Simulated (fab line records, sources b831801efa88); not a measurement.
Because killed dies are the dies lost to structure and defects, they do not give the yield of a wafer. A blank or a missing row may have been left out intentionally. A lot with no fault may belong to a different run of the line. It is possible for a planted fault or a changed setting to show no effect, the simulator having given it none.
A single fault, viewed from 2 desks :: flow gf180mcu :: each desk has only its own numbers; what lay behind them comes last

== FROM THE METROLOGY DESK ==
What the gauges read, lot by lot, whatever tool the lot ran on: means of the sampled wafers that have a number. If a lot's mean is further than 4 standard deviations from the usual mean, the lot is out of limits and carries the mark OUT (the distance appears in the brackets).
Columns: A = HV_LDD_TW at GF_HV_LDD_TW_MEAS_11, usual 2409; B = HV_LDD_RS at GF_HV_LDD_RS_MEAS_53, usual 418.0 ohm/sq; C = cdNm at GF_NSD_CD_MEAS_07, usual 400.2 nm
lot: L412
first seen here: day 10 11:06
A: 2417
B: 418.2
C: 399.8

lot: L413
first seen here: day 10 15:35
A: 2426
B: 418.8
C: 398.0

lot: L414
first seen here: day 11 00:53
A: 2407
B: 418.0
C: 400.5

lot: L415
first seen here: day 11 07:37
A: 2391
B: 418.4
C: 400.4

lot: L416
first seen here: day 11 09:34
A: 2414
B: 417.0
C: 399.2

lot: L418
first seen here: day 12 04:59
A: 2413
B: 417.4
C: 400.4

lot: L419
first seen here: day 12 08:55
A: 2410
B: 417.7
C: 401.8

lot: L420
first seen here: day 12 16:40
A: 2415
B: 416.9
C: 400.5

lot: L425
first seen here: day 14 08:40
A: 2851 (+37) OUT
B: 318.3 (-99 or more) OUT
C: 402.3

lot: L426
first seen here: day 14 16:58
A: 2849 (+37) OUT
B: 317.7 (-99 or more) OUT
C: 400.5

lot: L431
first seen here: day 16 12:34
A: 2410
B: 419.2
C: 400.3
Per this desk, out of limits: L425, L426; the first was L425, day 14 08:40 (HV_LDD_TW at GF_HV_LDD_TW_MEAS_11). L412, L413, L414, L415, L416, L418, L419, L420, L431 stayed within limits.

== THE TOOL OWNER'S DESK: implanter-01 ==
The tool's own readings at GF_HV_LDD_IMPLANT_09: means of the sampled wafers that have a number, for each lot that ran on this tool. If a lot's mean is further than 4 standard deviations from the usual mean, the lot is out of limits and carries the mark OUT (the distance appears in the brackets).
Columns: A = doseIonsCm2 at GF_HV_LDD_IMPLANT_09, usual 1e+14; B = faradayCurrentUA at GF_HV_LDD_IMPLANT_09, usual 564; C = tiltDeg at GF_HV_LDD_IMPLANT_09, usual 7.003 degrees
lot: L412
first seen here: day 10 10:52
A: 1e+14
B: 550
C: 7.020

lot: L413
first seen here: day 10 15:22
A: 1e+14
B: 567
C: 6.985

lot: L416
first seen here: day 11 09:20
A: 1e+14
B: 567
C: 7.038

lot: L425
first seen here: day 14 08:25
A: 2e+14 (+99 or more) OUT
B: 1089 (+48) OUT
C: 6.990

lot: L426
first seen here: day 14 16:44
A: 2e+14 (+99 or more) OUT
B: 1099 (+49) OUT
C: 7.003
This desk's verdict: out of limits on L425, L426, starting with L425 at day 14 08:25 (doseIonsCm2 at GF_HV_LDD_IMPLANT_09). L412, L413, L416 stayed within limits.

== TAKEN TOGETHER ==
The tool owner's desk could have raised an alarm at day 14 08:25, on L425, L426.
The metrology desk could have raised an alarm at day 14 08:40, on L425, L426.
All the named lots went through GF_HV_LDD_IMPLANT_09 on implanter-01.

== WHAT THE SIMULATOR HAD INSERTED ==
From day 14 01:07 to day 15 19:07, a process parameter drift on implanter-01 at GF_HV_LDD_IMPLANT_09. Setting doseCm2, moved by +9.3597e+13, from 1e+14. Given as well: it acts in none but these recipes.
Struck lots among those shown: L425, L426.
Fault start to first reading out of limits, in hours, per desk: tool owner, 7; metrology, 8.
